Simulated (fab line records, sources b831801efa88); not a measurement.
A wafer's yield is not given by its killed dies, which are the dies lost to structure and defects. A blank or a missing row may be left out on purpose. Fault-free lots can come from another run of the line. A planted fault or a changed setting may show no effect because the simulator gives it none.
Matching of chambers -- flow sky130 -- 3 sister chambers for SKY_LI_CONTACT_HDPCVD_00 on hdpcvd-02
The step deposits PSG, target thk 930 nm, time 155 s. 3 wafers are shown with their chamber, then 9 later ones without.

== WAFERS PAIRED WITH THEIR CHAMBERS ==
wafer,chamber,sih4 flow sccm (sccm)
L845.6,0,60.24
L847.1,2,59.99
L847.2,1,60.11

== WAFERS MISSING THEIR CHAMBER ==
wafer,sih4 flow sccm (sccm)
L847.5,59.80
L848.1,60.04
L848.4,59.79
L848.5,59.99
L850.2,60.21
L850.4,60.20
L850.6,60.22
L854.2,59.80
L854.6,60.07

== THE CHAMBER EACH PASSED THROUGH ==
wafer,from the rows above,in truth
L847.5,can't be placed: 2 or 1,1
L848.1,can't be placed: 2 or 1 or 0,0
L848.4,can't be placed: 2 or 1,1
L848.5,can't be placed: 2 or 1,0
L850.2,can't be placed: 0 or 1 or 2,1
L850.4,can't be placed: 0 or 1 or 2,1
L850.6,can't be placed: 0 or 1 or 2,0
L854.2,can't be placed: 2 or 1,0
L854.6,can't be placed: 1 or 2 or 0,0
Correct placement for 0 of the 9. From these rows, 9 cannot be placed; in 7 the true chamber is one of the candidates. 0 placed wrongly.
How it was worked out, from the rows above alone: a wafer's distance from a chamber is the root of the sum, over the readings, of the square of ((its reading less the chamber's mean) divided by the reading's scatter). If the next closest chamber is less than 2 further off than the closest, the wafer can't be placed; otherwise it belongs to the closest. Each chamber's mean is taken over the wafers shown for it. The scatter (one wafer shown for each chamber): square how far every hidden wafer sits from the nearest shown wafer, average those squares and take the square root.
